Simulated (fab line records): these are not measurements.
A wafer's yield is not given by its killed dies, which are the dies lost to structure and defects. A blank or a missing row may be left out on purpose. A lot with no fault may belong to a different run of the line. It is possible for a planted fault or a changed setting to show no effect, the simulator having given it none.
Problem report, 8D (eight disciplines) form, completed by code ; flow gf180mcu ; the parts of the form that need people (team, actions taken, sign-off) are left out

## 1. THE PROBLEM
A mean of 10206 W is read at GF_TOP_METAL_SPUTTER_02 for cathode_dc_power_W, taken on 1 wafer of 1 lot, against 10600 W (standard deviation 1.8) on wafers free of any fault. So: -99 or more standard deviations from the usual mean.
The step: material AlCu, target thk 900 nm, time 47.82 s.
Seen first at day 29 04:57 on pvd_sputter-04, wafer L671.2. The record has a number at this step for 30 wafers belonging to 10 lots. Rule for "out", or "out of limits": more than 4 standard deviations from the usual mean. All remaining wafers that have a number are taken as sound.

## 2. WHAT IT IS, AND WHAT IT ISN'T
question;is;is not
which readings at this step;cathode_dc_power_W;substrate_temp_c, throttle_valve_pct
which lots;L671;L667, L670, L675, L678, L680, L682, L685, L686, L688
which wafers of those lots;L671.2;L671.1, L671.6
read on which tools;pvd_sputter-04;pvd_sputter-01, pvd_sputter-02
when;from day 29 04:57;"up to then (8 sound wafers); but 21 sound wafers of L675, L678, L680, L682, L685, L686, L688 came after"

## 3. THE SUSPECTS, EACH WITH WHAT RULES IT OUT
Counting: any tool at a process step up to the reading remains a suspect provided it ran every lot that is out. Sound lots after the first of them don't rule it out here, since some wafers of a struck lot are sound.
- rie_diel-03 at GF_V5_ETCH_16 (etches BARC in N2/H2): kept. It ran the lot that is out, L671 (day 29 03:26).
- pvd_sputter-04 at GF_TOP_METAL_SPUTTER_02 (material AlCu, target thk 900 nm, time 47.82 s): kept. The lot that is out, L671, ran on it at day 29 04:57; the last sound lot it ran before that was L667, at day 27 22:14. On those wafers its own readings are out: cathode_dc_power_W.
Remaining after the count are rie_diel-03 at GF_V5_ETCH_16 and pvd_sputter-04 at GF_TOP_METAL_SPUTTER_02.

## 4. THE CAUSE (what the simulator had put in)
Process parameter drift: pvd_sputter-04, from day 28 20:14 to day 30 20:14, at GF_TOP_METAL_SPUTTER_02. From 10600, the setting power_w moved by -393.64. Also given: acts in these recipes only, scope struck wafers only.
Of the 2 suspects that counting leaves, this tool is one.

## 5. THE EFFECT CHAIN, in route order
One row per reading whose mean, taken over the struck wafers that have a number, lies over 3 standard deviations from the usual. Scope: only readings with a usual standard deviation given in the record; hours: median across lots of the time from each lot's start at the first step in this table that gives one to its start at this step; sigmas: change in usual standard deviations.
hours;step;reading;usual;on struck wafers;change;sigmas
0;GF_TOP_METAL_SPUTTER_02;cathode_dc_power_W;10600 W;10206;-394;-99 or more
0;GF_TOP_METAL_RS_MEAS_05;TOP_METAL_ALCU_RS;0.0325 ohm/sq;0.0342;+0.0017;+3.8
0;GF_TOP_METAL_THK_MEAS_06;TOP_METAL_ALCU_THK;895 nm;854;-41;-3.2
19;GF_TOP_METAL_METAL_ETCH_16;oes_product_au;0.969 a.u.;0.939;-0.030;-3.9
Process steps it contains:
- GF_TOP_METAL_SPUTTER_02: material AlCu, target thk 900 nm, time 47.82 s.
- GF_TOP_METAL_METAL_ETCH_16: etches the open film in Cl2/BCl3, stops on SiO2, target depth 1077.5 nm, time 179.6 s.
Later measuring or inspecting steps at which every struck wafer that the step has a row for has a number for every such reading, and none has moved that far: GF_TOP_METAL_CD_MEAS_14.

## 6. HOW IT WOULD HAVE BEEN CAUGHT EARLIER
In this record the first reading out of limits was taken at day 29 04:57, 9 hours after the fault began at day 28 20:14.
